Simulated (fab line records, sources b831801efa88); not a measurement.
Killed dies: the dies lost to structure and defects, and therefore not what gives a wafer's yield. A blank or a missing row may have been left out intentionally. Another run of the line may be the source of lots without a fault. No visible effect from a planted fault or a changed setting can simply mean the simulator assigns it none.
fab line records | flow sky130
record: lots: 6 wafers: 18 last-day: 50
route steps=708 shown LDD_LDN@295 SPACER@304 POLY_CUT@307 PAD_OPEN@708
lots that met no fault: from a run of the same line without faults
start-h: start of the lot's first displayed wafer, in hours after the record's first day | wait-h: time in hours since the lot's previous step | " the same as in the row above | L1.1+2: several wafers, shown together as one row | - no value, or no start given | * or withheld: withheld | < > ~ a bound
route shown NAME@n: a module of which the file shows steps, and the number in the route of the first | usual: mean/standard deviation taken from wafers without a fault | same: alike in all rows | chamber/n: place in a boat | sites: each site's reading | _std_site: standard deviation of those values | _edge_site: inner sites' mean taken away from outer sites' mean | radius-mm: how far each site lies from the wafer's centre | mask NAME#n: copy n | behind: the most recent tool/chamber to have shaped the wafer | hold: cause of the lot's hold/its duration in hours/its outcome | device: the n, p or np transistor that did not switch | end of line: the tests these same wafers got at the end of their route | where a step has no rows: the recipe by itself | killed: the dies lost at the first sort to structure and to defects; this is not the yield of the wafer | map: a wafer's dies, marking killed ones x, the rest . and places with no die _
set.NAME: the setting as run; set.NAME@STEP: as run at that earlier step | model.NAME: the simulator's own value behind a step, which no gauge read
a table for each step, a row for each wafer; lots at some steps of the route
services: a tool's chamber out of use, with start hour (start-h, from the record's first day; less than 0 if before it), hours out, and reason
== steps ==
step: SKY_LDD_LDN_DEVELOP_06
recipe: resist: NOVOLAK developer: TMAH develop-time-s: 60 dev-temp-c: 23
step: SKY_LDD_LDN_OVL_MEAS_07
usual: LDD_LDN_OVL: 0.3/1.7
columns lot.wafer tool chamber start-h wait-h LDD_LDN_OVL[nm]
L933.3 overlay-02 - 543.03 0.1 0.7
L933.4 " - " " 0.1
L933.6 " - " " 1.7
L938.1 overlay-01 - 586.09 0.1 1.5
L938.5 " - " " 1.9
L938.6 " - " " -0.6
L948.1 overlay-02 - 688.35 0.1 1.0
L948.4 " - " " 1.1
L948.5 " - " " 0.6
L952.3 overlay-01 - 706.13 0.1 -0.2
L952.5 " - " " 0.9
L952.6 " - " " 1.6
L953.2 overlay-01 - 711.79 0.1 0.0
L953.5 " - " " -1.5
L953.6 " - " " -2.6
L954.1 overlay-02 - 714.50 0.1 2.9
L954.3 " - " " 4.1
L954.4 " - " " 1.8
step: SKY_LDD_LDN_IMPLANT_08
recipe: species: As energy-kev: 15 dose-cm2: 1.25e+13 tilt-deg: withheld rotation-deg: 23
step: SKY_LDD_LDN_IMPLANT_09
recipe: species: As energy-kev: 15 dose-cm2: 1.25e+13 tilt-deg: withheld rotation-deg: 113
step: SKY_LDD_LDN_IMPLANT_10
recipe: species: As energy-kev: 15 dose-cm2: 1.25e+13 tilt-deg: withheld rotation-deg: 203
step: SKY_LDD_LDN_IMPLANT_11
recipe: species: As energy-kev: 15 dose-cm2: 1.25e+13 tilt-deg: withheld rotation-deg: 293
step: SKY_LDD_LDN_STRIP_12
recipe: chemistry: O2/N2 power-w: 1400 pressure-mtorr: 1500 platen-temp-c: withheld o2-flow-sccm: 3000 n2-flow-sccm: 300 overash-fraction: 0.5
usual: drypump-motor-current-A: 5.7/0.38 oes-product-au: 0.715/0.0047 strip-time-to-endpoint-s: 14.19/0.049
columns lot.wafer tool chamber start-h wait-h drypump-motor-current-A oes-product-au rf-hours-counter-h strip-time-to-endpoint-s
L933.3 plasma-asher-04 0 543.69 0.1 5.7 0.719 - 14.23
L933.4 " 1 " " 5.9 0.712 - 14.16
L933.6 " 1 " " 5.9 0.722 - 14.23
L938.1 plasma-asher-01 0 586.72 0.1 5.1 0.707 78 14.21
L938.5 " 0 " " 5.1 0.726 - 14.26
L938.6 " 1 " " 5.7 0.715 - 14.20
L948.1 plasma-asher-01 1 688.99 0.1 5.7 0.724 88 14.16
L948.4 " 1 " " 5.7 0.718 - 14.14
L948.5 " 0 " " 5.1 0.713 - 14.17
L952.3 plasma-asher-04 0 706.79 0.1 5.7 0.715 - 14.13
L952.5 " 1 " " 5.9 0.710 - 14.16
L952.6 " 0 " " 5.7 0.719 - 14.19
L953.2 plasma-asher-01 0 712.42 0.1 5.1 0.726 90 14.17
L953.5 " 0 " " 5.1 0.708 - 14.19
L953.6 " 1 " " 5.7 0.712 - 14.14
L954.1 plasma-asher-01 0 715.14 0.1 5.1 0.717 91 14.16
L954.3 " 0 " " 5.1 0.718 - 14.17
L954.4 " 1 " " 5.7 0.726 - 14.23
step: SKY_LDD_LDN_TW_MEAS_13
usual: LDD_LDN_TW: 1471/8.9
columns lot.wafer tool chamber start-h wait-h LDD_LDN_TW
L933.3 film-metro-01 - 543.78 0.1 1463
L933.4 " - " " 1461
L933.6 " - " " 1471
L938.1 film-metro-03 - 586.82 0.1 1480
L938.5 " - " " 1482
L938.6 " - " " 1488
L948.1 film-metro-03 - 689.09 0.1 1489
L948.4 " - " " 1487
L948.5 " - " " 1492
L952.3 film-metro-01 - 706.88 0.1 1473
L952.5 " - " " 1467
L952.6 " - " " 1464
L953.2 film-metro-01 - 712.53 0.1 1464
L953.5 " - " " 1465
L953.6 " - " " 1469
L954.1 film-metro-01 - 715.24 0.1 1475
L954.3 " - " " 1469
L954.4 " - " " 1469
step: SKY_LDD_LDN_CLEAN_14
recipe: chemistry: SC1/SC2 mix: 1:4:20 temp-c: 70 time-s: 150 dry: n2-spin
step: SKY_SPACER_CVD_00
recipe: material: Si3N4 precursor: DCS/NH3 target-thk-nm: 43.1 temp-c: 770 time-s: 740 pressure-mtorr: 250
step: SKY_SPACER_THK_MEAS_01
recipe: reads: Si3N4_of_SPACER_CVD_00
usual: SPACER_CVD_00_THK: 42.7/0.34
columns lot.wafer tool chamber start-h wait-h SPACER_CVD_00_THK[nm]
L933.3 film-metro-04 - 545.09 0.0 43.0
L933.4 " - " " 42.9
L933.6 " - " " 43.4
L938.1 film-metro-04 - 588.16 0.0 42.5
L938.5 " - " " 42.3
L938.6 " - " " 42.3
L948.1 film-metro-01 - 690.40 0.0 43.1
L948.4 " - " " 43.0
L948.5 " - " " 42.9
L952.3 film-metro-02 - 708.19 0.0 43.0
L952.5 " - " " 43.3
L952.6 " - " " 43.2
L953.2 film-metro-04 - 713.85 0.0 42.8
L953.5 " - " " 43.2
L953.6 " - " " 42.9
L954.1 film-metro-04 - 716.56 0.0 42.6
L954.3 " - " " 42.6
L954.4 " - " " 42.5
step: SKY_SPACER_ETCHBACK_02
recipe: chemistry: CH3F/O2 target: Si3N4 stop-on: SiO2 source-w: 400 bias-w: 80 pressure-mtorr: 25 ch3f-flow-sccm: 40 O2_flow_sccm: 30 time-s: 46.7 target-depth-a: 450
usual: drypump-motor-current-A: 5.5/0.36 oes-product-au: 0.851/0.0058 throttle-valve-pct: 10.562/0.01
columns lot.wafer tool chamber start-h wait-h drypump-motor-current-A oes-product-au rf-hours-counter-h throttle-valve-pct
L933.3 rie-diel-02 0 545.13 0.0 5.2 0.858 54 10.565
L933.4 " 3 " " 5.5 0.846 32 10.558
L933.6 " 0 " " 5.2 0.860 - 10.554
L938.1 rie-diel-02 0 588.22 0.1 5.2 0.845 55 10.565
L938.5 " 3 " " 5.4 0.848 - 10.563
L938.6 " 0 " " 5.2 0.844 - 10.560
L948.1 rie-diel-02 3 690.46 0.1 5.5 0.855 35 10.554
L948.4 " 0 " " 5.2 0.853 57 10.562
L948.5 " 0 " " 5.2 0.851 - 10.566
L952.3 rie-diel-04 3 708.23 0.0 5.3 0.849 31 10.572
L952.5 " 3 " " 5.3 0.858 - 10.561
L952.6 " 2 " " 5.0 0.864 - 10.569
L953.2 rie-diel-02 0 713.90 0.0 5.2 0.855 0 10.554
L953.5 " 1 " " 5.1 0.852 - 10.570
L953.6 " 0 " " 5.2 0.855 - 10.585
L954.1 rie-diel-02 0 716.62 0.1 5.2 0.844 0 10.561
L954.3 " 3 " " 5.5 0.855 36 10.572
L954.4 " 1 " " 5.1 0.848 18 10.579
step: SKY_POLY_CUT_DEHYDRATE_00
recipe: temp-c: 200 time-s: 60
usual: heater-power-total-W: 160.36/0.12 plate-temp-C: 200.05/0.17
columns lot.wafer tool chamber start-h wait-h heater-power-total-W plate-temp-C
L933.3 litho-track-04 0 559.74 14.6 160.64 200.29
L933.4 " 0 " " 160.30 200.37
L933.6 " 0 " " 160.22 199.99
L938.1 litho-track-03 0 601.67 13.4 160.31 200.13
L938.5 " 0 " " 160.37 199.84
L938.6 " 0 " " 160.26 199.92
L948.1 litho-track-04 0 703.34 12.9 155.66 195.06
L948.4 " 0 " " 155.47 195.12
L948.5 " 0 " " 155.52 194.96
L952.3 litho-track-04 0 721.29 13.0 155.65 195.07
L952.5 " 0 " " 155.78 195.07
L952.6 " 0 " " 155.48 195.22
L953.2 litho-track-02 0 726.50 12.6 160.46 200.22
L953.5 " 0 " " 160.23 200.19
L953.6 " 0 " " 160.34 200.00
L954.1 litho-track-02 0 729.68 13.0 160.23 200.11
L954.3 " 0 " " 160.53 200.29
L954.4 " 0 " " 160.35 200.33
step: SKY_POLY_CUT_HMDS_01
recipe: prime-time-s: 60 prime-temp-c: 120
step: SKY_PAD_OPEN_PROBE_99
usual: killed_at_M0_to_M3: 42/6.4 killed_at_M4_up: 3.0/2 killed-at-contacts: 24/5.2 killed-at-front-end: 14/4.2 killed-at-other: 0.4/0.72 killed-dies: 84/9 killed-open: 46/6.6 killed-short: 38/6
same: gross-dies: 492 killed-at-back-side: 0
columns lot.wafer tool chamber start-h wait-h killed_at_M0_to_M3 killed_at_M4_up killed-at-contacts killed-at-front-end killed-at-other killed-dies killed-open killed-short
L933.3 prober-01 - 1089.98 0.2 46 10 25 17 0 98 55 43
L933.4 prober-01 - 1090.03 0.2 41 6 21 20 0 88 44 44
L933.6 prober-01 - 1090.13 0.2 48 4 23 16 1 92 47 45
L938.1 prober-02 - 1118.26 0.1 49 3 23 15 0 90 50 39
L938.5 prober-02 - 1118.46 0.2 44 5 25 17 0 91 45 45
L938.6 prober-02 - 1118.51 0.2 42 3 26 14 0 85 55 30
L948.1 prober-02 - 1183.58 0.1 27 3 20 10 0 60 31 29
L948.4 prober-02 - 1183.73 0.2 47 0 30 9 0 86 46 40
L948.5 prober-02 - 1183.78 0.2 49 0 29 10 1 89 46 42
L952.3 prober-01 - 1194.04 0.2 43 3 18 17 0 81 35 46
L952.5 prober-01 - 1194.14 0.2 56 1 23 16 1 97 54 43
L952.6 prober-01 - 1194.19 0.2 50 2 25 17 0 94 56 38
L953.2 prober-02 - 1197.37 0.1 41 9 16 15 0 81 41 40
L953.5 prober-02 - 1197.52 0.2 53 3 28 17 2 103 48 55
L953.6 prober-02 - 1197.57 0.2 51 4 24 17 1 97 54 43
L954.1 prober-01 - 1200.19 0.1 35 2 13 8 1 59 35 23
L954.3 prober-01 - 1200.29 0.2 43 0 26 14 1 84 53 30
L954.4 prober-01 - 1200.34 0.2 39 1 19 14 1 74 38 36
killed by level:class
L933.3 VIA1:geometric-particle:open=14 CONTACT:geometric-particle:open=8 VIA3:geometric-particle:open=7 VIA2:geometric-particle:open=7 METAL4:geometric-particle:short=7 LI_CONTACT:geometric-particle:open=6 FIELD_ISO:geometric-particle:short=5 CONTACT:geometric-particle:short=4
L933.4 VIA1:geometric-particle:open=10 CONTACT:geometric-particle:open=8 POLY_GATE:geometric-particle:short=7 CONTACT:geometric-particle:short=7 VIA1:geometric-particle:short=6 METAL2:geometric-particle:short=6 VIA3:geometric-particle:open=5 VIA2:geometric-particle:open=5
L933.6 METAL2:geometric-particle:short=10 VIA1:geometric-particle:open=9 CONTACT:geometric-particle:open=7 VIA3:geometric-particle:open=7 LI_CONTACT:geometric-particle:open=6 CONTACT:geometric-particle:short=6 POLY_GATE:geometric-particle:short=5 VIA1:geometric-particle:short=5
L938.1 CONTACT:geometric-particle:open=11 VIA1:geometric-particle:open=9 METAL2:geometric-particle:short=8 METAL1:geometric-particle:short=7 FIELD_ISO:geometric-particle:open=6 LI_CONTACT:geometric-particle:open=6 VIA3:geometric-particle:open=5 METAL1:geometric-particle:open=4
L938.5 VIA1:geometric-particle:open=11 LI_CONTACT:geometric-particle:open=6 CONTACT:geometric-particle:open=6 VIA2:geometric-particle:open=6 FIELD_ISO:geometric-particle:open=5 LOCAL_INTERCONNECT:geometric-particle:short=5 CONTACT:geometric-particle:short=5 METAL1:geometric-particle:short=5
L938.6 CONTACT:geometric-particle:open=10 VIA1:geometric-particle:open=9 LI_CONTACT:geometric-particle:open=8 VIA3:geometric-particle:open=7 VIA2:geometric-particle:open=6 FIELD_ISO:geometric-particle:short=5 POLY_GATE:geometric-particle:open=5 LOCAL_INTERCONNECT:geometric-particle:short=5
L948.1 VIA1:geometric-particle:open=6 METAL1:geometric-particle:short=6 LI_CONTACT:geometric-particle:open=5 CONTACT:geometric-particle:open=5 METAL2:geometric-particle:short=5 CONTACT:geometric-particle:short=4 FIELD_ISO:geometric-particle:short=3 POLY_GATE:geometric-particle:open=3
L948.4 VIA1:geometric-particle:open=13 VIA2:geometric-particle:open=8 LOCAL_INTERCONNECT:geometric-particle:short=7 VIA3:geometric-particle:open=7 CONTACT:geometric-particle:short=6 CONTACT:geometric-particle:open=6 METAL2:geometric-particle:short=6 LI_CONTACT:geometric-particle:short=5
L948.5 VIA1:geometric-particle:open=8 CONTACT:geometric-particle:open=8 METAL1:geometric-particle:short=8 VIA1:geometric-particle:short=8 VIA3:geometric-particle:open=8 LI_CONTACT:geometric-particle:open=7 METAL2:geometric-particle:short=5 FIELD_ISO:geometric-particle:short=4
L952.3 METAL2:geometric-particle:short=14 LI_CONTACT:geometric-particle:open=9 VIA3:geometric-particle:open=8 POLY_GATE:geometric-particle:short=6 VIA1:geometric-particle:short=4 VIA2:geometric-particle:open=4 METAL3:geometric-particle:short=4 FIELD_ISO:geometric-particle:short=3
L952.5 VIA1:geometric-particle:open=13 VIA1:geometric-particle:short=12 METAL2:geometric-particle:short=11 LI_CONTACT:geometric-particle:open=10 FIELD_ISO:geometric-particle:short=8 CONTACT:geometric-particle:open=8 VIA2:geometric-particle:open=7 FIELD_ISO:geometric-particle:open=5
L952.6 VIA1:geometric-particle:open=12 METAL1:geometric-particle:short=10 LI_CONTACT:geometric-particle:open=9 CONTACT:geometric-particle:open=9 VIA3:geometric-particle:open=6 VIA2:geometric-particle:open=5 FIELD_ISO:geometric-particle:open=4 POLY_GATE:geometric-particle:short=4
L953.2 VIA1:geometric-particle:open=8 VIA2:geometric-particle:open=6 CONTACT:geometric-particle:open=6 VIA3:geometric-particle:open=6 METAL4:geometric-particle:short=6 FIELD_ISO:geometric-particle:short=5 METAL1:geometric-particle:short=5 VIA1:geometric-particle:short=5
L953.5 METAL1:geometric-particle:short=11 VIA2:geometric-particle:open=9 VIA1:geometric-particle:open=8 LI_CONTACT:geometric-particle:open=8 CONTACT:geometric-particle:short=7 LI_CONTACT:geometric-particle:short=6 CONTACT:geometric-particle:open=6 VIA3:geometric-particle:open=6
L953.6 VIA1:geometric-particle:open=11 CONTACT:geometric-particle:open=10 VIA2:geometric-particle:open=8 FIELD_ISO:geometric-particle:short=7 VIA3:geometric-particle:open=7 VIA1:geometric-particle:short=5 LOCAL_INTERCONNECT:geometric-particle:short=4 VIA3:geometric-particle:short=4
L954.1 VIA1:geometric-particle:open=12 CONTACT:geometric-particle:open=6 METAL2:geometric-particle:short=5 VIA3:geometric-particle:open=4 LOCAL_INTERCONNECT:geometric-particle:short=3 METAL1:geometric-particle:short=3 POLY_GATE:geometric-particle:short=2 SPACER:geometric-particle:open=2
L954.3 VIA1:geometric-particle:open=13 VIA3:geometric-particle:open=10 LI_CONTACT:geometric-particle:open=9 FIELD_ISO:geometric-particle:open=6 LOCAL_INTERCONNECT:geometric-particle:short=6 CONTACT:geometric-particle:open=5 CONTACT:geometric-particle:short=4 METAL1:geometric-particle:short=4
L954.4 VIA1:geometric-particle:open=9 CONTACT:geometric-particle:open=7 LI_CONTACT:geometric-particle:open=6 POLY_GATE:geometric-particle:short=5 METAL1:geometric-particle:short=5 METAL2:geometric-particle:short=5 VIA2:geometric-particle:open=4 VIA3:geometric-particle:open=4
== services ==
columns tool chamber start-h hours kind
rie-diel-04 0 540.31 - clean
rie-diel-04 0 540.31 18.8 scheduled-down
rie-diel-04 0 540.31 18.8 vent-cycle
rie-diel-04 - 560.86 0.9 repair
plasma-asher-04 - 595.33 1.9 repair
plasma-asher-04 - 616.86 3.0 repair
rie-diel-02 - 638.78 5.4 repair
plasma-asher-01 - 659.03 2.8 pm
rie-diel-02 - 678.79 2.8 pm
rie-diel-02 0 690.89 - clean
rie-diel-02 0 690.89 21.4 scheduled-down
rie-diel-02 0 690.89 21.4 vent-cycle
rie-diel-02 1 704.63 3.4 repair
rie-diel-02 0 724.29 1.7 repair
== key ==
first-sign: step: SKY_POLY_CUT_DEHYDRATE_00 reading: heater-power-total-W direction: down sigmas: 40 usual: * struck: *
effect: step: SKY_POLY_CUT_DEHYDRATE_00 reading: plate-temp-C direction: down sigmas: 29 usual: * struck: *
met-at SKY_POLY_CUT_DEHYDRATE_00
struck-wafers L948.1,L948.4,L948.5,L952.3,L952.5,L952.6
tester-left-out L948,L952
onset-between 559.74 703.34
fault: kind: process-parameter-drift tool: litho-track-04 chamber: - onset-h: 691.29 steps: SKY_POLY_CUT_DEHYDRATE_00 channel: temp-c offset: * shape: step end-h: 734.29 acts-in: * stated: *
tester-left-out: of these lots the tester's yield and bins aren't shown, on N5 and GAA mostly nor the transistor test; their killed dies are dies lost to structure and defects alone, not to doping, threshold or leakage, so they don't give the yield
